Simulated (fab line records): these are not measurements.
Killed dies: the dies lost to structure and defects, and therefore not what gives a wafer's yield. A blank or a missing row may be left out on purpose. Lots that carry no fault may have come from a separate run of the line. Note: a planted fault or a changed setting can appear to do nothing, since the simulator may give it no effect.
The tool behind it: which one? -- flow sky130 -- 14 lots with 42 wafers sampled at 4 steps, on a route of 708 steps

== WHAT THE GAUGES READ, wafer by wafer ==
SKY_FIELD_ISO_THK_MEAS_25. Usual: FIELD_ISO_CVD_24_THK 594 nm, standard deviation 6.
lot,measured,on,FIELD_ISO_CVD_24_THK (nm),flag
L355,day 2 06:26,film_metro-02,598 601 601,
L357,day 2 16:20,film_metro-01,594 593 598,
L358,day 2 22:41,film_metro-02,582 599 577,
L359,day 3 05:22,film_metro-01,602 588 603,
L360,day 3 10:25,film_metro-02,597 600 589,
L361,day 3 20:03,film_metro-03,589 602 595,
L362,day 4 01:08,film_metro-02,590 586 592,
L366,day 4 16:23,film_metro-01,588 590 594,
L370,day 5 13:37,film_metro-01,603 608 597,
L374,day 6 11:01,film_metro-03,590 587 598,
L375,day 6 16:37,film_metro-01,590 602 591,
L376,day 6 20:41,film_metro-02,594 592 587,
L377,day 7 02:17,film_metro-02,597 605 603,
L378,day 7 06:45,film_metro-03,595 589 597,

SKY_VT_ADJUST_LVTN_OVL_MEAS_07. Usual: VT_ADJUST_LVTN_OVL 0.8 nm, standard deviation 1.5.
lot,measured,on,VT_ADJUST_LVTN_OVL (nm),flag
L355,day 6 19:41,overlay-02,0.6 -0.2 -1.1,
L357,day 7 11:29,overlay-01,3.1 3.4 2.8,
L358,day 7 13:56,overlay-01,1.5 -1.3 2.6,
L359,day 7 23:08,overlay-01,1.3 2.2 1.0,
L360,day 8 05:56,overlay-01,-0.8 -0.9 -0.9,
L361,day 8 20:02,overlay-01,2.3 0.3 0.5,
L362,day 9 04:17,overlay-01,-0.9 -0.1 1.6,
L366,day 9 21:13,overlay-01,2.0 1.3 0.7,
L370,day 10 21:11,overlay-02,-1.0 -0.2 -0.5,
L374,day 12 14:23,overlay-01,3.2 1.9 1.4,
L375,day 12 14:53,overlay-02,-0.5 -1.8 -0.1,
L376,day 12 16:07,overlay-01,0.2 -1.2 0.6,
L377,day 12 18:30,overlay-02,0.5 1.1 1.6,
L378,day 13 14:44,overlay-02,0.2 1.5 2.5,

SKY_VT_ADJUST_NCORE_OVL_MEAS_08. Usual: VT_ADJUST_NCORE_OVL 0.1 nm, standard deviation 1.4.
lot,measured,on,VT_ADJUST_NCORE_OVL (nm),flag
L355,day 8 12:25,overlay-01,2.1 1.6 1.8,
L357,day 9 05:00,overlay-01,1.3 -0.1 0.5,
L358,day 9 20:26,overlay-02,-0.3 -1.4 0.1,
L359,day 9 20:53,overlay-01,-1.8 -2.3 -1.0,
L360,day 9 21:43,overlay-01,2.3 3.1 2.1,
L361,day 10 16:34,overlay-02,0.2 -0.2 0.1,
L362,day 10 20:57,overlay-02,1.2 -0.5 1.3,
L366,day 11 16:40,overlay-01,-1.7 -0.2 -0.6,
L370,day 12 21:24,overlay-02,-1.8 -0.7 -0.1,
L374,day 14 17:19,overlay-01,-1.1 -0.5 -0.7,
L375,day 14 18:28,overlay-02,2.3 2.4 1.6,
L376,day 14 20:22,overlay-01,0.7 2.0 3.0,
L377,day 14 22:40,overlay-01,-0.2 1.4 0.7,
L378,day 15 19:39,overlay-01,-0.9 -0.1 1.8,

== WHICH TOOL RAN EACH LOT (tool, then ch and the chambers of the sampled wafers, then the start) ==
lot,SKY_NWELL_IMPLANT_12
L355,"implanter-02 ch 0, day 4 11:41"
L357,"implanter-04 ch 0, day 5 02:28"
L358,"implanter-04 ch 0, day 5 04:53"
L359,"implanter-01 ch 0, day 5 13:13"
L360,"implanter-01 ch 0, day 5 19:00"
L361,"implanter-01 ch 0, day 6 06:16"
L362,"implanter-01 ch 0, day 6 14:13"
L366,"implanter-02 ch 0, day 7 06:14"
L370,"implanter-01 ch 0, day 8 05:28"
L374,"implanter-01 ch 0, day 9 20:32"
L375,"implanter-04 ch 0, day 9 21:01"
L376,"implanter-04 ch 0, day 9 21:28"
L377,"implanter-04 ch 0, day 9 22:32"
L378,"implanter-04 ch 0, day 10 13:33"
- SKY_NWELL_IMPLANT_12

== AS READ BY THE TOOLS THEMSELVES (means over the sampled wafers that have a number; for cases with no such wafer, the mark the record gives instead) ==
SKY_NWELL_IMPLANT_12. Usual: dose_ions_cm2 1.3001e+12, standard deviation 1.3e+09; faraday_current_uA 7.33, standard deviation 0.15.
lot,tool,dose_ions_cm2,faraday_current_uA,flag
L355,implanter-02,1.2995e+12,7.37,
L357,implanter-04,1.2985e+12,7.43,
L358,implanter-04,1.2999e+12,7.28,
L359,implanter-01,1.2991e+12,7.33,
L360,implanter-01,1.2989e+12,7.33,
L361,implanter-01,1.3011e+12,7.35,
L362,implanter-01,1.2998e+12,7.27,
L366,implanter-02,1.3011e+12,7.37,
L370,implanter-01,1.4330e+12,8.15,OFF
L374,implanter-01,1.4333e+12,8.04,OFF
L375,implanter-04,1.3010e+12,7.36,
L376,implanter-04,1.2986e+12,7.53,
L377,implanter-04,1.3007e+12,7.30,
L378,implanter-04,1.3009e+12,7.29,

== THE ANSWER, worked out from the rows above alone ==
Rule: take the mean of a lot's wafers that have a number; if it is more than 3 standard deviations from the usual mean, the lot is off. A lot without any number at a reading at which 4 lots or more have one is off too. The other lots that the step has rows for count as sound. First the gauges in route order, then the tools' own readings, where a lot's mean is used as printed above. The first step at which some lot is off is used, and at that step the reading that is off furthest; a lot without a number counts as furthest.
Off: L370, L374, at SKY_NWELL_IMPLANT_12 (dose_ions_cm2).
If a tool, at that step or one of the process steps before it, ran each lot that is off and ran no sound lot following the first of them, it fits. One fits: SKY_NWELL_IMPLANT_12 on implanter-01. Its last sound lot is L362 (day 6 14:13), its first lot that is off L370 (day 8 05:28): a fault that began between those two fits.
The tool's own readings at SKY_NWELL_IMPLANT_12 bear it out: on the lots that are off they differ by more than 5 times the standard deviation of the sound lots' means. dose_ions_cm2 reads 1.4332e+12 there against 1.2999e+12 on the sound lots; faraday_current_uA reads 8.09 there against 7.35 on the sound lots.

== WHAT WAS PUT IN BY THE SIMULATOR ==
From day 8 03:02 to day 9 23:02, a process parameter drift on implanter-01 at SKY_NWELL_IMPLANT_12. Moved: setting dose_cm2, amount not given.
Struck lots among those shown: L370, L374. The rule given above showed the same thing.
